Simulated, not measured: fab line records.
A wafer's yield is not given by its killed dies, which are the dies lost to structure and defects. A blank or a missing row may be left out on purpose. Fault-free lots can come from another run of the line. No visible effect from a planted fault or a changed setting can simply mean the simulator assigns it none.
The same fault as seen by 2 desks -- flow gf180mcu -- every desk sees just its own numbers, and what lay behind them comes last

== THE TOOL OWNER'S DESK: pvd_sputter-01 ==
The tool's own readings at GF_V3_SPUTTER_22 (material TiN, target thk 10 nm, time 40 s): means of the sampled wafers that have a number, for each lot that ran on this tool. The brackets show how far a lot's mean lies from the usual mean; more than 4 standard deviations puts the lot out of limits, marked OUT.
Columns: A = throttle_valve_pct at GF_V3_SPUTTER_22, usual 30.2 %
lot,first seen here,A
L340,day 26 13:49,31.4
L341,day 26 19:21,30.6
L350,day 29 17:02,31.0
This desk's verdict: no lot among the 3 shows anything out of limits.

== AT THE METROLOGY DESK ==
Lot by lot, what the gauges showed, no matter which tool ran the lot: averages of those sampled wafers that carry a number. The brackets show how far a lot's mean lies from the usual mean; more than 4 standard deviations puts the lot out of limits, marked OUT.
Columns: A = cd_nm at GF_V3_CD_MEAS_14, usual 260.0 nm; B = V3_OVL at GF_V3_OVL_MEAS_15, usual -1 nm
lot,first seen here,A,B
L331,day 23 03:44,261.5,0
L340,day 26 12:59,260.4,4
L341,day 26 18:28,259.9,0
L345,day 28 04:07,260.8,-2
L350,day 29 16:08,258.9,4
L351,day 29 18:46,259.5,-2
This desk's verdict: no lot among the 6 shows anything out of limits.

== BROUGHT TOGETHER ==
The tool owner's desk saw nothing out of limits.
The metrology desk saw nothing out of limits.

== WHAT THE SIMULATOR HAD INSERTED ==
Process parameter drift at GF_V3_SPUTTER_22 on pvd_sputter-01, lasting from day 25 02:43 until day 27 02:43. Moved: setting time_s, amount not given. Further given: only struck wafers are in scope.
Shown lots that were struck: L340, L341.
